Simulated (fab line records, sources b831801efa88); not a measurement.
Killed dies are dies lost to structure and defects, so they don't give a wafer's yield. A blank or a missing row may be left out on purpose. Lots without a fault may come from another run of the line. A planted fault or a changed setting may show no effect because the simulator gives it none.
Problem report in the 8D (eight disciplines) form, filled by code | flow gf180mcu | the parts of the form that need people (team, actions taken, sign-off) are left out

1. THE PROBLEM
rf_fwd_power_W at GF_PASSIVATION_CVD_02 reads a mean of 520.5 W on 6 wafers of 2 lots; wafers without a fault read 449.3 W with a standard deviation of 1.3. That is +55 standard deviations from the usual mean.
The step: deposits Si3N4, target thk 700 nm, time 486.18 s.
First seen on wafer L241.1, day 32 13:44, on pecvd-04. The record holds 42 wafers of 14 lots with a number at this step. Rule for "out", or "out of limits": more than 4 standard deviations from the usual mean. The other wafers with a number count as sound.

2. WHAT IT IS AND WHAT IT IS NOT
question                    | is                     | is not
which readings at this step | rf_fwd_power_W         | heater_power_w
which lots                  | L241, L243             | L227, L228, L229, L231, L234, L235, L236, L237, L238, L240, L242, L249
which wafers of those lots  | all that have a number | -
read on which tools         | pecvd-04               | pecvd-01, pecvd-02
when                        | from day 32 13:44      | up to then (30 sound wafers); but 6 sound wafers of L242, L249 came after

3. SUSPECTS, AND WHAT RULES EACH OUT
Counting: a tool at a process step up to the reading stays a suspect if it ran every lot that is out and no sound lot after the first of them.
- pvd_sputter-04 at GF_MIM_SPUTTER_04 (material TiN, target thk 50 nm, time 41.7 s): ruled out as a lasting fault. Sound lots L242 ran on it after its first lot that is out, L241 (day 29 09:19).
- pvd_sputter-02 at GF_V5_SPUTTER_22 (material TiN, target thk 10 nm, time 40 s): kept. It ran every lot that is out, first L241 (day 31 18:43), and no sound lot after that; its last sound lot up to then is L238 (day 30 18:33).
- pvd_sputter-01 at GF_TOP_METAL_SPUTTER_00 (material Ti, target thk 37.5 nm, time 150 s): ruled out as a lasting fault. Sound lots L249 ran on it after its first lot that is out, L241 (day 31 19:38).
- pecvd-04 at GF_PASSIVATION_CVD_02 (deposits Si3N4, target thk 700 nm, time 486.18 s): kept. It ran every lot that is out, first L241 (day 32 13:44), and no sound lot after that; its last sound lot up to then is L240 (day 32 03:32). Its own readings are out on those wafers: rf_fwd_power_W.
Left after counting: pvd_sputter-02 at GF_V5_SPUTTER_22, pecvd-04 at GF_PASSIVATION_CVD_02.

4. THE CAUSE (what the simulator had put in)
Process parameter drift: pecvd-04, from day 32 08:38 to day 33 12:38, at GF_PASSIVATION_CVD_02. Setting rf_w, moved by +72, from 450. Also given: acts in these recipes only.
Counting left 2 suspects, and this tool is among them.

5. THE CHAIN OF EFFECTS, in route order
Each row: a reading whose mean over the struck wafers that have a number lies more than 3 standard deviations from the usual. Only readings for which the record gives a usual standard deviation are gone through. hours: the time from each lot's start at the first step in this table that gives one to its start at this step, as a median over the lots. sigmas: the change in usual standard deviations.
hours | step                  | reading        | usual   | on struck wafers | change | sigmas
0     | GF_PASSIVATION_CVD_02 | rf_fwd_power_W | 449.3 W | 520.5            | +71.2  | +55
The process steps in it:
- GF_PASSIVATION_CVD_02: deposits Si3N4, target thk 700 nm, time 486.18 s.

6. WHAT WOULD HAVE CAUGHT IT SOONER
In this record the first reading out of limits was taken at day 32 13:44, 5 hours after the fault began at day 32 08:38.
